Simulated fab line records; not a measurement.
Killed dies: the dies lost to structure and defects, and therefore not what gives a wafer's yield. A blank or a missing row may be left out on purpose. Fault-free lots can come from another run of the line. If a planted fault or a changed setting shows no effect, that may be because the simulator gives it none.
fab line records / flow sky130
record lots=4 wafers=12 last-day=50
route steps=708 shown POLY_CUT@317 SD_P@320 RES_XHIGH@332 SD_N@342
lots untouched by any fault: they come from a run of this same line in which no faults occurred
start-h: the number of hours between the record's first day and the start of the first shown wafer of the lot / wait-h: hours since the lot's step before / " identical to the entry in the row above / L1.1+2: a row that stands for several wafers / - value missing, or start not given / * or withheld: withheld / < > ~ a bound
route shown NAME@n: NAME is a module with steps in the file, n the number in the route of the first one / usual: mean/standard deviation taken from wafers without a fault / same: alike in all rows / chamber/n: place in a boat / sites: per-site readings / _std_site: how widely they spread, as a standard deviation / _edge_site: outer sites' mean less inner sites' / radius-mm: for every site, how far away it sits from the centre of the wafer / mask NAME#n: copy n / behind: the most recent tool/chamber to have shaped the wafer / hold: why the lot was held/for how many hours/how that ended / device: the n, p or np transistor that did not switch / end of line: at the end of the route, the tests of the same wafers / for a step that has no rows: nothing shown but its recipe / killed: at the first sort, the dies lost to defects and structure; wafer yield is something else / map: a wafer's dies, marking killed ones x, the rest . and places with no die _
set.NAME: the run value of the setting; set.NAME@STEP: its run value at that earlier step / model.NAME: the simulator's own value behind a step, which no gauge read
a table for each step, a row for each wafer; lots at some steps of the route
services: a tool's chamber out of use, with start hour (start-h, from the record's first day; less than 0 if before it), hours out, and reason
## steps
# step SKY_POLY_CUT_ETCH_10
# recipe chemistry=N2/H2 target=BARC ion-energy-ev=200 source-w=500 bias-w=100 pressure-mtorr=30 n2-flow-sccm=100 h2-flow-sccm=200 stop-on=SiO2 time-s=45.9 target-depth-a=600
# step SKY_POLY_CUT_ETCH_11
# recipe target=Si3N4 chemistry=CF4/CH2F2/Ar stop-on=poly-Si source-w=600 bias-w=150 pressure-mtorr=40 cf4-flow-sccm=40 ch2f2-flow-sccm=20 Ar_flow_sccm=150 time-s=42.5 target-depth-a=600
# step SKY_POLY_CUT_STRIP_12
# recipe chemistry=O2/N2 power-w=1400 pressure-mtorr=1500 platen-temp-c=withheld o2-flow-sccm=3000 n2-flow-sccm=300 overash-fraction=0.5
# step SKY_SD_P_DEHYDRATE_00
# recipe temp-c=200 time-s=60
# step SKY_SD_P_HMDS_01
# recipe prime-time-s=60 prime-temp-c=120
# step SKY_SD_P_COAT_02
# recipe resist=NOVOLAK spin-rpm=3000 resist-thk-nm=1140
# step SKY_SD_P_SOFTBAKE_03
# recipe temp-c=90 time-s=60 resist=NOVOLAK
# step SKY_SD_P_EXPOSE_04
# recipe mask-id=PSDM na=0.6 source-shape=conventional sigma-outer=0.6 polarization=unpolarized target-cd-nm=380 dose-mj=138
# step SKY_SD_P_PEB_05
# recipe temp-c=withheld time-s=* resist=NOVOLAK
# step SKY_SD_P_DEVELOP_06
# recipe resist=NOVOLAK developer=TMAH develop-time-s=60 dev-temp-c=23
# step SKY_SD_P_IMPLANT_09
# recipe species=BF2 energy-kev=20 dose-cm2=3e+15 tilt-deg=0
# usual beam-energy-keV=19.999/0.0061
lot.wafer=L512.1 tool=implanter-01 chamber=0 start-h=677.69 wait-h=0.0 beam-energy-keV=19.999 model.implant.drp-nm=9.746
lot.wafer=L512.2 tool=implanter-01 chamber=0 start-h=677.69 wait-h=0.0 beam-energy-keV=19.995 model.implant.drp-nm=9.746
lot.wafer=L512.6 tool=implanter-01 chamber=0 start-h=677.69 wait-h=0.0 beam-energy-keV=19.998 model.implant.drp-nm=9.746
lot.wafer=L519.3 tool=implanter-01 chamber=0 start-h=725.44 wait-h=0.1 beam-energy-keV=19.439 model.implant.drp-nm=9.553
lot.wafer=L519.4 tool=implanter-01 chamber=0 start-h=725.44 wait-h=0.1 beam-energy-keV=19.423 model.implant.drp-nm=9.553
lot.wafer=L519.6 tool=implanter-01 chamber=0 start-h=725.44 wait-h=0.1 beam-energy-keV=19.425 model.implant.drp-nm=9.553
lot.wafer=L523.1 tool=implanter-01 chamber=0 start-h=756.17 wait-h=0.0 beam-energy-keV=19.442 model.implant.drp-nm=9.553
lot.wafer=L523.2 tool=implanter-01 chamber=0 start-h=756.17 wait-h=0.0 beam-energy-keV=19.434 model.implant.drp-nm=9.553
lot.wafer=L523.3 tool=implanter-01 chamber=0 start-h=756.17 wait-h=0.0 beam-energy-keV=19.452 model.implant.drp-nm=9.553
lot.wafer=L525.1 tool=implanter-02 chamber=0 start-h=759.59 wait-h=0.0 beam-energy-keV=19.994 model.implant.drp-nm=9.746
lot.wafer=L525.4 tool=implanter-02 chamber=0 start-h=759.59 wait-h=0.0 beam-energy-keV=19.998 model.implant.drp-nm=9.746
lot.wafer=L525.6 tool=implanter-02 chamber=0 start-h=759.59 wait-h=0.0 beam-energy-keV=19.997 model.implant.drp-nm=9.746
# step SKY_SD_P_STRIP_10
# recipe chemistry=O2/N2 power-w=1400 pressure-mtorr=1500 platen-temp-c=withheld o2-flow-sccm=3000 n2-flow-sccm=300 overash-fraction=0.5
# step SKY_RES_XHIGH_DEHYDRATE_00
# recipe temp-c=200 time-s=60
# step SKY_RES_XHIGH_HMDS_01
# recipe prime-time-s=60 prime-temp-c=120
# step SKY_RES_XHIGH_COAT_02
# recipe resist=NOVOLAK spin-rpm=3000 resist-thk-nm=1140
# step SKY_RES_XHIGH_SOFTBAKE_03
# recipe temp-c=90 time-s=60 resist=NOVOLAK
# step SKY_RES_XHIGH_EXPOSE_04
# recipe mask-id=URPM na=0.6 source-shape=conventional sigma-outer=0.6 polarization=unpolarized target-cd-nm=1270 dose-mj=140
# step SKY_RES_XHIGH_PEB_05
# recipe temp-c=withheld time-s=* resist=NOVOLAK
# step SKY_RES_XHIGH_DEVELOP_06
# recipe resist=NOVOLAK developer=TMAH develop-time-s=60 dev-temp-c=23
# step SKY_RES_XHIGH_IMPLANT_07
# recipe species=BF2 energy-kev=20 dose-cm2=3.6e+14 tilt-deg=0
# step SKY_RES_XHIGH_STRIP_08
# recipe chemistry=O2/N2 power-w=1400 pressure-mtorr=1500 platen-temp-c=withheld o2-flow-sccm=3000 n2-flow-sccm=300 overash-fraction=0.5
# step SKY_SD_N_DEHYDRATE_00
# recipe temp-c=200 time-s=60
# step SKY_SD_N_HMDS_01
# recipe prime-time-s=60 prime-temp-c=120
# step SKY_SD_N_COAT_02
# recipe resist=NOVOLAK spin-rpm=3000 resist-thk-nm=1140
# step SKY_SD_N_SOFTBAKE_03
# recipe temp-c=90 time-s=60 resist=NOVOLAK
# step SKY_SD_N_EXPOSE_04
# recipe mask-id=NSDM na=0.6 source-shape=conventional sigma-outer=0.6 polarization=unpolarized target-cd-nm=380 dose-mj=141
# step SKY_SD_N_PEB_05
# recipe temp-c=withheld time-s=* resist=NOVOLAK
# step SKY_SD_N_DEVELOP_06
# recipe resist=NOVOLAK developer=TMAH develop-time-s=60 dev-temp-c=23
# step SKY_SD_N_IMPLANT_09
# recipe species=As energy-kev=50 dose-cm2=4e+15 tilt-deg=0
# step SKY_SD_N_IMPLANT_10
# recipe species=P energy-kev=20 dose-cm2=1e+14 tilt-deg=0
# step SKY_SD_N_STRIP_11
# recipe chemistry=O2/N2 power-w=1400 pressure-mtorr=1500 platen-temp-c=withheld o2-flow-sccm=3000 n2-flow-sccm=300 overash-fraction=0.5
# step SKY_SD_N_CLEAN_13
# recipe chemistry=SC1/SC2 mix=1:4:20 temp-c=70 time-s=150 dry=n2-spin
# step SKY_SD_N_RTA_14
# recipe temp-c=1075 time-s=2 idle-temp-c=650 ramp-up-c-per-s=150 ramp-down-c-per-s=90 ambient=N2
# step SKY_SD_N_RS_MEAS_17
# recipe thk-meas-gauge=four-point-probe
# usual SD_P_RS=147.3/0.31
lot.wafer=L512.1 tool=film-metro-04 chamber=- start-h=734.14 wait-h=0.1 hold=- SD_P_RS[ohm/sq]=147.2
lot.wafer=L512.2 tool=film-metro-04 chamber=- start-h=734.14 wait-h=0.1 hold=- SD_P_RS[ohm/sq]=147.4
lot.wafer=L512.6 tool=film-metro-04 chamber=- start-h=734.14 wait-h=0.1 hold=- SD_P_RS[ohm/sq]=147.1
lot.wafer=L519.3 tool=film-metro-01 chamber=- start-h=780.73 wait-h=0.1 hold=await-dispo/0.2h/release SD_P_RS[ohm/sq]=149.5
lot.wafer=L519.4 tool=film-metro-01 chamber=- start-h=780.73 wait-h=0.1 hold=await-dispo/0.2h/release SD_P_RS[ohm/sq]=149.1
lot.wafer=L519.6 tool=film-metro-01 chamber=- start-h=780.73 wait-h=0.1 hold=await-dispo/0.2h/release SD_P_RS[ohm/sq]=149.4
lot.wafer=L519.3 tool=film-metro-01 chamber=- start-h=781.02 wait-h=0.3 hold=- SD_P_RS[ohm/sq]=149.7
lot.wafer=L519.4 tool=film-metro-01 chamber=- start-h=781.02 wait-h=0.3 hold=- SD_P_RS[ohm/sq]=149.3
lot.wafer=L519.6 tool=film-metro-01 chamber=- start-h=781.02 wait-h=0.3 hold=- SD_P_RS[ohm/sq]=149.6
lot.wafer=L523.1 tool=film-metro-01 chamber=- start-h=811.34 wait-h=0.1 hold=await-dispo/0.2h/release SD_P_RS[ohm/sq]=149.3
lot.wafer=L523.2 tool=film-metro-01 chamber=- start-h=811.34 wait-h=0.1 hold=await-dispo/0.2h/release SD_P_RS[ohm/sq]=148.9
lot.wafer=L523.3 tool=film-metro-01 chamber=- start-h=811.34 wait-h=0.1 hold=await-dispo/0.2h/release SD_P_RS[ohm/sq]=149.2
lot.wafer=L523.1 tool=film-metro-01 chamber=- start-h=811.63 wait-h=0.3 hold=- SD_P_RS[ohm/sq]=149.4
lot.wafer=L523.2 tool=film-metro-01 chamber=- start-h=811.63 wait-h=0.3 hold=- SD_P_RS[ohm/sq]=149.0
lot.wafer=L523.3 tool=film-metro-01 chamber=- start-h=811.63 wait-h=0.3 hold=- SD_P_RS[ohm/sq]=149.2
lot.wafer=L525.1 tool=film-metro-01 chamber=- start-h=814.32 wait-h=0.1 hold=- SD_P_RS[ohm/sq]=147.8
lot.wafer=L525.4 tool=film-metro-01 chamber=- start-h=814.32 wait-h=0.1 hold=- SD_P_RS[ohm/sq]=147.4
lot.wafer=L525.6 tool=film-metro-01 chamber=- start-h=814.32 wait-h=0.1 hold=- SD_P_RS[ohm/sq]=147.3
# step SKY_SD_N_RS_MEAS_18
# recipe thk-meas-gauge=four-point-probe
# usual RES_XHIGH_RS=333.9/1.1
lot.wafer=L512.1 tool=film-metro-04 chamber=- start-h=734.26 wait-h=0.1 hold=- RES_XHIGH_RS[ohm/sq]=335.1
lot.wafer=L512.2 tool=film-metro-04 chamber=- start-h=734.26 wait-h=0.1 hold=- RES_XHIGH_RS[ohm/sq]=335.1
lot.wafer=L512.6 tool=film-metro-04 chamber=- start-h=734.26 wait-h=0.1 hold=- RES_XHIGH_RS[ohm/sq]=335.4
lot.wafer=L519.3 tool=film-metro-01 chamber=- start-h=782.51 wait-h=1.5 hold=await-dispo/1.4h/release RES_XHIGH_RS[ohm/sq]=332.3
lot.wafer=L519.4 tool=film-metro-01 chamber=- start-h=782.51 wait-h=1.5 hold=await-dispo/1.4h/release RES_XHIGH_RS[ohm/sq]=332.7
lot.wafer=L519.6 tool=film-metro-01 chamber=- start-h=782.51 wait-h=1.5 hold=await-dispo/1.4h/release RES_XHIGH_RS[ohm/sq]=332.8
lot.wafer=L525.1 tool=film-metro-01 chamber=- start-h=814.44 wait-h=0.1 hold=- RES_XHIGH_RS[ohm/sq]=335.5
lot.wafer=L525.4 tool=film-metro-01 chamber=- start-h=814.44 wait-h=0.1 hold=- RES_XHIGH_RS[ohm/sq]=335.4
lot.wafer=L525.6 tool=film-metro-01 chamber=- start-h=814.44 wait-h=0.1 hold=- RES_XHIGH_RS[ohm/sq]=334.8
lot.wafer=L523.1 tool=film-metro-01 chamber=- start-h=816.19 wait-h=4.5 hold=await-dispo/4.4h/release RES_XHIGH_RS[ohm/sq]=334.3
lot.wafer=L523.2 tool=film-metro-01 chamber=- start-h=816.19 wait-h=4.5 hold=await-dispo/4.4h/release RES_XHIGH_RS[ohm/sq]=332.5
lot.wafer=L523.3 tool=film-metro-01 chamber=- start-h=816.19 wait-h=4.5 hold=await-dispo/4.4h/release RES_XHIGH_RS[ohm/sq]=333.2
## services
tool=implanter-02 chamber=- start-h=684.53 hours=4.3 kind=repair
## key
first-sign step=SKY_SD_P_IMPLANT_09 reading=beam-energy-keV direction=down sigmas=93 usual=* struck=*
effect step=SKY_SD_N_RS_MEAS_17 reading=SD_P_RS direction=up sigmas=6.3 usual=147.3 struck=149.2
model-effect step=SKY_SD_P_IMPLANT_09 value=implant.drp-nm without=9.746 struck=9.553
met-at SKY_SD_P_IMPLANT_09
struck-wafers L519.3,L519.4,L519.6,L523.1,L523.2,L523.3
tester-left-out L519,L523
onset-between 677.69 725.44
fault kind=process-parameter-drift tool=implanter-01 chamber=- onset-h=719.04 steps=SKY_SD_P_IMPLANT_09 channel=energy-kev offset=* shape=step end-h=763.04 acts-in=* stated=*
# tester-left-out: of these lots the tester's yield and bins aren't shown, on N5 and GAA mostly nor the transistor test; their killed dies are dies lost to structure and defects alone, not to doping, threshold or leakage, so they don't give the yield
